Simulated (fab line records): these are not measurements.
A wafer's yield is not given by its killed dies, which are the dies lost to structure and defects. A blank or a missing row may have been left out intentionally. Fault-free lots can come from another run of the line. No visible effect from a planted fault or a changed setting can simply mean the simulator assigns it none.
What tool caused it? / flow gf180mcu / 34 wafers sampled from 12 lots at 1 step of a route of 602

WHAT EACH GAUGE READ, for each wafer
GF_V1_THK_MEAS_25: measures by xrf. Usual: V1_W_THK 341 nm, standard deviation 5.5.
lot=L848; measured=day 18 04:04; on=film_metro-02; V1_W_THK (nm)=345 339 342; flag=
lot=L849; measured=day 18 14:27; on=film_metro-02; V1_W_THK (nm)=355 347 340; flag=
lot=L851; measured=day 19 04:59; on=film_metro-03; V1_W_THK (nm)=333 339 328; flag=
lot=L860; measured=day 22 20:54; on=film_metro-03; V1_W_THK (nm)=343 336; flag=
lot=L861; measured=day 22 23:41; on=film_metro-03; V1_W_THK (nm)=337 343; flag=
lot=L862; measured=day 23 09:13; on=film_metro-03; V1_W_THK (nm)=337 336 342; flag=
lot=L863; measured=day 23 18:53; on=film_metro-01; V1_W_THK (nm)=339 340 336; flag=
lot=L864; measured=day 23 21:28; on=film_metro-01; V1_W_THK (nm)=337 344 345; flag=
lot=L865; measured=day 24 11:11; on=film_metro-01; V1_W_THK (nm)=336 345 345; flag=
lot=L866; measured=day 24 16:15; on=film_metro-01; V1_W_THK (nm)=345 337 338; flag=
lot=L869; measured=day 25 11:40; on=film_metro-03; V1_W_THK (nm)=350 343 338; flag=
lot=L871; measured=day 26 05:05; on=film_metro-01; V1_W_THK (nm)=343 341 338; flag=

WHAT TOOL EACH LOT RAN ON (gives the tool, then ch and the chambers of the sampled wafers, and finally the start)
No process step before these readings appears in the record.

AS READ BY THE TOOLS THEMSELVES (means over the sampled wafers that have a number; for cases with no such wafer, the mark the record gives instead)
The record holds no such reading with a usual standard deviation.

THE ANSWER, worked out from the rows above alone
Rule: a lot is off if the mean of its wafers that have a number lies more than 3 standard deviations from the usual mean. A lot without any number at a reading at which 4 lots or more have one is off too. Where the step has rows for the other lots, those lots are counted as sound. The gauges are gone through in route order, then the tools' own readings, and for those a lot's mean is taken as printed above. At the first step where some lot is off, the reading lying furthest off is the one used; lots without a number count as furthest.
Nothing can be told from this: no lot is off at any reading shown.

WHAT THE SIMULATOR HAD PUT IN
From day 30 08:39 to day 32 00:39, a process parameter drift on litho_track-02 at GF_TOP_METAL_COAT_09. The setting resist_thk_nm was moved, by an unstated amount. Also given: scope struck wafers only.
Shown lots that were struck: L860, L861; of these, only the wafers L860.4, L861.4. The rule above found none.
